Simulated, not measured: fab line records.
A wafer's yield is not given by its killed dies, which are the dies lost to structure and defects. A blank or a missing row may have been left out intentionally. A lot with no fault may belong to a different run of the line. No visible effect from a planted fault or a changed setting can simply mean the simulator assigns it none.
Which tool was responsible? | flow gf180mcu | 13 lots with 39 wafers sampled at 6 steps, on a route of 602 steps

WHAT THE GAUGES SHOWED, per wafer
GF_MVPSD_TW_MEAS_11. Usual: MVPSD_TW gives 552 (standard deviation 5).
lot  | measured     | on            | MVPSD_TW    | flag
L114 | day 5 13:40  | film metro-01 | 558 557 553 |
L115 | day 5 17:15  | film metro-04 | 555 557 556 |
L117 | day 6 06:49  | film metro-02 | 547 545 548 |
L118 | day 6 12:41  | film metro-01 | 554 553 553 |
L120 | day 7 00:24  | film metro-01 | 556 554 554 |
L121 | day 7 05:35  | film metro-04 | 554 555 556 |
L124 | day 7 21:26  | film metro-04 | 555 556 551 |
L125 | day 8 08:04  | film metro-01 | 557 554 557 |
L130 | day 9 22:55  | film metro-01 | 552 552 549 |
L131 | day 10 01:36 | film metro-02 | 546 547 544 |
L132 | day 10 08:31 | film metro-04 | 558 555 556 |
L134 | day 10 18:47 | film metro-04 | 555 556 559 |
L135 | day 10 21:30 | film metro-02 | 547 544 546 |

GF_POLY_GATE_THK_MEAS_17. Usual: POLY_GATE_OXIDATION_THK gives 4.00 nm (standard deviation 0.087).
lot  | measured     | on            | POLY_GATE_OXIDATION_THK (nm) | flag
L114 | day 10 01:25 | film metro-03 | 3.93 3.89 3.78               |
L115 | day 10 00:10 | film metro-03 | 4.00 4.04 3.97               |
L117 | day 10 18:46 | film metro-03 | 4.08 4.11 4.03               |
L118 | day 11 01:31 | film metro-01 | 4.00 4.05 3.99               |
L120 | day 11 20:24 | film metro-04 | 4.03 3.97 4.03               |
L121 | day 12 03:27 | film metro-04 | 4.01 4.00 4.00               |
L124 | day 12 23:22 | film metro-04 | 4.01 3.89 3.98               |
L125 | day 13 09:05 | film metro-04 | 3.84 3.89 3.96               |
L130 | day 15 01:31 | film metro-03 | 4.17 4.14 4.08               |
L131 | day 15 07:51 | film metro-04 | 4.05 4.07 4.14               |
L132 | day 15 14:43 | film metro-03 | 4.06 3.93 3.94               |
L134 | day 16 03:31 | film metro-04 | 4.04 4.01 4.02               |
L135 | day 16 08:58 | film metro-04 | 4.12 4.15 4.19               |

GF_HV_LDD_TW_MEAS_11. Usual: HV_LDD_TW gives 2409 (standard deviation 22).
lot  | measured     | on            | HV_LDD_TW      | flag
L114 | day 10 19:58 | film metro-04 | 2434 2431 2439 |
L115 | day 10 19:04 | film metro-02 | 2393 2376 2370 |
L117 | day 11 13:44 | film metro-04 | 2432 2425 2417 |
L118 | day 11 20:47 | film metro-02 | 2373 2385 2381 |
L120 | day 12 15:49 | film metro-02 | 2390 2397 2392 |
L121 | day 12 23:17 | film metro-02 | 2513 2493 2496 | OFF
L124 | day 13 20:06 | film metro-01 | 2418 2407 2411 |
L125 | day 14 06:28 | film metro-02 | 2494 2495 2502 | OFF
L130 | day 15 23:22 | film metro-04 | 2427 2420 2417 |
L131 | day 16 05:31 | film metro-04 | 2430 2425 2410 |
L132 | day 16 13:01 | film metro-04 | 2420 2416 2414 |
L134 | day 17 01:49 | film metro-02 | 2382 2393 2378 |
L135 | day 17 08:28 | film metro-02 | 2391 2387 2377 |

GF_HV_LDD_RS_MEAS_53: measures by four-point-probe. Usual: HV_LDD_RS gives 418.1 ohm/sq (standard deviation 0.93).
lot  | measured     | on            | HV_LDD_RS (ohm/sq) | flag
L114 | day 13 07:19 | film metro-01 | 418.7 420.0 420.2  |
L115 | day 13 05:16 | film metro-04 | 416.8 418.0 417.3  |
L117 | day 14 01:08 | film metro-02 | 417.2 418.9 419.2  |
L118 | day 14 09:38 | film metro-02 | 417.9 417.3 417.4  |
L120 | day 15 06:40 | film metro-04 | 417.6 417.9 417.7  |
L121 | day 15 14:02 | film metro-04 | 413.8 413.3 414.0  | OFF
L124 | day 16 14:20 | film metro-02 | 418.5 417.6 417.1  |
L125 | day 17 01:44 | film metro-04 | 413.8 414.5 414.7  | OFF
L130 | day 18 21:29 | film metro-04 | 418.6 418.8 418.8  |
L131 | day 19 04:10 | film metro-04 | 418.5 418.0 417.4  |
L132 | day 19 12:20 | film metro-01 | 419.5 419.7 419.9  |
L134 | day 20 02:26 | film metro-04 | 416.9 415.8 418.4  |
L135 | day 20 09:55 | film metro-01 | 418.6 418.6 417.9  |

GF_SAB_OVL_MEAS_10. Usual: SAB_OVL gives 0.6 nm (standard deviation 1.4).
lot  | measured     | on         | SAB_OVL (nm)   | flag
L114 | day 16 02:31 | overlay-01 | -0.9 -2.1 0.1  |
L115 | day 15 23:26 | overlay-01 | 0.4 2.0 1.3    |
L117 | day 16 22:35 | overlay-01 | 1.1 0.7 1.3    |
L118 | day 17 09:26 | overlay-01 | 1.3 0.5 -0.4   |
L120 | day 18 07:16 | overlay-01 | -0.6 -0.1 -1.5 |
L121 | day 18 14:53 | overlay-02 | 1.1 -0.2 -0.2  |
L124 | day 19 16:19 | overlay-02 | 0.0 -0.5 0.0   |
L125 | day 20 04:41 | overlay-01 | 0.7 1.2 0.9    |
L130 | day 22 01:02 | overlay-02 | 2.0 2.5 2.4    |
L131 | day 22 08:49 | overlay-01 | -0.1 0.9 0.8   |
L132 | day 22 16:10 | overlay-02 | 1.6 2.9 4.5    |
L134 | day 23 03:43 | overlay-02 | -2.9 -1.1 0.0  |
L135 | day 23 12:11 | overlay-02 | -1.1 0.1 0.7   |

WHICH TOOL RAN EACH LOT (tool, then ch and the chambers of the sampled wafers, then the start)
lot  | GF_HV_LDD_IMPLANT_09
L114 | implanter-02 ch 0, day 10 19:44
L115 | implanter-02 ch 0, day 10 18:50
L117 | implanter-04 ch 0, day 11 13:31
L118 | implanter-02 ch 0, day 11 20:35
L120 | implanter-02 ch 0, day 12 15:35
L121 | implanter-02 ch 0, day 12 23:05
L124 | implanter-03 ch 0, day 13 19:51
L125 | implanter-02 ch 0, day 14 06:15
L130 | implanter-04 ch 0, day 15 23:09
L131 | implanter-03 ch 0, day 16 05:17
L132 | implanter-03 ch 0, day 16 12:46
L134 | implanter-02 ch 0, day 17 01:34
L135 | implanter-04 ch 0, day 17 08:14
- GF_HV_LDD_IMPLANT_09

AS READ BY THE TOOLS THEMSELVES (means over the sampled wafers that have a number; for cases with no such wafer, the mark the record gives instead)
GF_HV_LDD_IMPLANT_09. Usual: beam energy keV 40.002, standard deviation 0.013; tilt deg 7.003 degrees, standard deviation 0.018.
lot  | tool         | beam energy keV | tilt deg (degrees) | flag
L114 | implanter-02 | 40.007          | 7.002              |
L115 | implanter-02 | 39.987          | 7.013              |
L117 | implanter-04 | 39.989          | 6.975              |
L118 | implanter-02 | 40.016          | 6.993              |
L120 | implanter-02 | 39.990          | 7.008              |
L121 | implanter-02 | 46.683          | 7.025              | OFF
L124 | implanter-03 | 39.999          | 6.982              |
L125 | implanter-02 | 46.673          | 6.982              | OFF
L130 | implanter-04 | 40.015          | 7.004              |
L131 | implanter-03 | 40.004          | 7.005              |
L132 | implanter-03 | 40.015          | 6.978              |
L134 | implanter-02 | 39.982          | 7.020              |
L135 | implanter-04 | 39.999          | 7.023              |

THE ANSWER, worked out from the rows above alone
Rule: take the mean of a lot's wafers that have a number; if it is more than 3 standard deviations from the usual mean, the lot is off. Also off: a lot with no number at a reading for which 4 or more lots have one. Where the step has rows for the other lots, those lots are counted as sound. The gauges are gone through in route order, then the tools' own readings, and for those a lot's mean is taken as printed above. At the first step where some lot is off, the reading lying furthest off is the one used; lots without a number count as furthest.
Off: at GF_HV_LDD_TW_MEAS_11 (HV_LDD_TW), L121, L125.
If a tool, at a process step before that reading, ran all the lots that are off and no sound lot after the first of them, it fits. Not tried: the gauges at GF_HV_LDD_TW_MEAS_11; whatever is off there is also off at GF_HV_LDD_RS_MEAS_53, on other tools, and gauge error can't account for it. Not one of the candidates tried fits.

WHAT THE SIMULATOR HAD PUT IN
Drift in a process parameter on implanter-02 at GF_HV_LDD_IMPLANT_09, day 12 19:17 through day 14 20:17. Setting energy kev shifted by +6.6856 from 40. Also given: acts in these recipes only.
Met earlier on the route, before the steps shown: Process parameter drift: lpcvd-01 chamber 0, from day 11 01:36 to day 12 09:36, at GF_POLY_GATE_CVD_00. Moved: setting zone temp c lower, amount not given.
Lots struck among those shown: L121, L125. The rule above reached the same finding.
